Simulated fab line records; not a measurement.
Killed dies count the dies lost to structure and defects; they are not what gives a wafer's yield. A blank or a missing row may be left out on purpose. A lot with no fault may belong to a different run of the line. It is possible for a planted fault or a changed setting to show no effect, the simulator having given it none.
Problem report, 8D (eight disciplines) form, completed by code | flow gf180mcu | the parts of the form that need people (team, actions taken, sign-off) are left out

== 1. PROBLEM STATEMENT ==
Across 3 wafers from 2 lots, V3_CVD_00_THK at GF_V3_THK_MEAS_01 averages 720 nm, while fault-free wafers read 600 nm with a standard deviation of 9.3. That is +13 standard deviations from the usual mean.
First observed at day 26 09:23: wafer L416.1, on film-metro-03. The record holds 39 wafers of 13 lots with a number at this step. Rule for "out" (also "out of limits"): further than 4 standard deviations from the usual mean. Any other wafer with a number is counted as sound.

== 2. WHAT THIS IS AND IS NOT ==
question                    | is                           | is not
which readings at this step | V3_CVD_00_THK                | -
which lots                  | L416, L417                   | L403, L404, L405, L406, L409, L418, L419, L420, L422, L425, L426
which wafers of those lots  | L416.1, L417.2, L417.5       | L416.2, L416.6, L417.1
read on which gauges        | film-metro-03, film-metro-04 | film-metro-02
when                        | from day 26 09:23            | up to then (17 sound wafers); but 19 sound wafers of L417, L418, L419, L420, L422, L425, L426 came after

== 3. WHAT RULES OUT EACH SUSPECT ==
Counting: any tool at a process step up to the reading remains a suspect provided it ran every lot that is out. Sound lots after the first of them don't rule it out here, since some wafers of a struck lot are sound.
- the gauge at GF_V3_THK_MEAS_01 is ruled out. Those wafers that are out were read across 2 gauges (film-metro-03, film-metro-04).
- hdpcvd-02 at GF_V3_CVD_00 (deposits SiO2, target thk 600 nm, time 100 s): kept. Every lot that is out went through it, the first being L416 (day 26 09:18); the last sound lot it ran before that was L406 (day 22 12:40). Its own sih4-flow-sccm readings are out on those wafers.
- In hdpcvd-02 at GF_V3_CVD_00, the wafers that are out were processed in chamber 2 and their sound lot-mates in chambers 0, 1.
Left after counting: hdpcvd-02 at GF_V3_CVD_00.

== 4. THE CAUSE (what the simulator had put in) ==
hdpcvd-02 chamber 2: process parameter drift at GF_V3_CVD_00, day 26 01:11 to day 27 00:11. Setting sih4-flow-sccm, moved by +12, from 60. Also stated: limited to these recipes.
This tool alone remained once counting was done.

== 5. THE EFFECT CHAIN, in route order ==
One row per reading whose mean, taken over the struck wafers that have a number, lies over 3 standard deviations from the usual. Only readings whose record carries a usual standard deviation are examined. hours: median over the lots of the time between each lot's start at the first step of this table that gives one and its start at this step. sigmas: the change, counted in usual standard deviations.
hours | step              | reading        | usual      | on struck wafers | change | sigmas
0     | GF_V3_CVD_00      | sih4-flow-sccm | 59.95 sccm | 71.93            | +11.98 | +63
0     | GF_V3_THK_MEAS_01 | V3_CVD_00_THK  | 600 nm     | 720              | +120   | +13
The process steps in it:
- GF_V3_CVD_00: deposits SiO2, target thk 600 nm, time 100 s.

== 6. HOW IT WOULD HAVE BEEN CAUGHT EARLIER ==
In this record the first reading out of limits at a measuring or inspecting step was taken at day 26 09:23, 8 hours after the fault began at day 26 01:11.
At GF_V3_CVD_00, the tool's own readings (sih4-flow-sccm) were out on each struck wafer the step has a row for, so an alarm limit on them would have fired on the first such wafer.
Of the lots that are out (2), L417 began GF_V3_CVD_00 on hdpcvd-02 after day 26 09:23. A tool hold placed at that time would have kept it from harm.
